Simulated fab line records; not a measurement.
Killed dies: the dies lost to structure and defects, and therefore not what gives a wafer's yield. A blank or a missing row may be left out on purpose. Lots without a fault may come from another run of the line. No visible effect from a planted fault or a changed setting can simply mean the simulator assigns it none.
Code-filled problem report in 8D (eight disciplines) form | flow sky130 | the parts of the form that need people (team, actions taken, sign-off) are left out

1. THE PROBLEM
VIA2_HDPCVD_THK at SKY_VIA2_THK_MEAS_01 reads a mean of 951 nm on 6 wafers of 2 lots; wafers without a fault read 1180 nm with a standard deviation of 18. Measured from the usual mean, that is -13 standard deviations.
The first sign was on wafer L358.1 at day 41 00:35, on film metro-01. At this step, 33 wafers from 11 lots have a number in the record. Rule for "out", or "out of limits": more than 4 standard deviations from the usual mean. Any other wafer with a number is counted as sound.

2. WHAT IT IS, WHAT IT ISN'T
question                    | is                           | is not
which readings at this step | VIA2_HDPCVD_THK              | -
which lots                  | L358, L359                   | L341, L343, L346, L348, L349, L350, L352, L353, L354
which wafers of those lots  | all that have a number       | -
read on which gauges        | film metro-01, film metro-04 | film metro-02
when                        | from day 41 00:35            | up to then (27 sound wafers)

3. WHAT RULES OUT EACH SUSPECT
Counting: any tool at a process step up to the reading is kept as a suspect provided that every lot that is out went through it and no sound lot did after the first of them.
- the gauge at SKY_VIA2_THK_MEAS_01 has been ruled out. 2 gauges (film metro-01, film metro-04) read the wafers that are out.
- hdpcvd-02 at SKY_VIA2_HDPCVD_00 (deposits SiO2, target thk 1180 nm, time 196.7 s): kept. Every lot that is out went through it, starting with L358 (day 41 00:28), and after that it ran no sound lot; the last sound lot it ran before then is L353 (day 39 13:27). Out on those wafers are its own readings of sih4 flow sccm.
After counting, what remains is hdpcvd-02 at SKY_VIA2_HDPCVD_00.

4. THE CAUSE (what the simulator had put in)
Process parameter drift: hdpcvd-02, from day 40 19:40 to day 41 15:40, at SKY_VIA2_HDPCVD_00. From 60, the setting sih4 flow sccm moved by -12. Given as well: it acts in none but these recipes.
The count eliminated every tool but this one.

5. SEQUENCE OF EFFECTS, ordered by route
Each row: a reading where the mean over the struck wafers with a number is more than 3 standard deviations away from the usual. Scope: only readings with a usual standard deviation given in the record; hours: median across lots of the time from each lot's start at the first step in this table that gives one to its start at this step; sigmas: change in usual standard deviations.
hours | step                 | reading         | usual      | on struck wafers | change | sigmas
0     | SKY_VIA2_HDPCVD_00   | sih4 flow sccm  | 60.02 sccm | 48.04            | -11.98 | -67
0     | SKY_VIA2_THK_MEAS_01 | VIA2_HDPCVD_THK | 1180 nm    | 951              | -229   | -13
The process steps in it:
- SKY_VIA2_HDPCVD_00: deposits SiO2, target thk 1180 nm, time 196.7 s.
Later steps that measure or inspect, where all struck wafers having a row at the step show a number for every such reading and not one has moved that far: SKY_VIA2_RS_MEAS_22.

6. WHAT WOULD HAVE CAUGHT IT SOONER
5 hours passed between the start of the fault at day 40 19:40 and the first reading out of limits at a measuring or inspecting step in this record, taken at day 41 00:35.
The tool's own readings at SKY_VIA2_HDPCVD_00 were out on every struck wafer that the step has a row for (sih4 flow sccm): an alarm limit on them would have fired on the first of those.
Of the lots that are out (2), L359 began SKY_VIA2_HDPCVD_00 on hdpcvd-02 after day 41 00:35. A tool hold placed at that time would have kept it from harm.
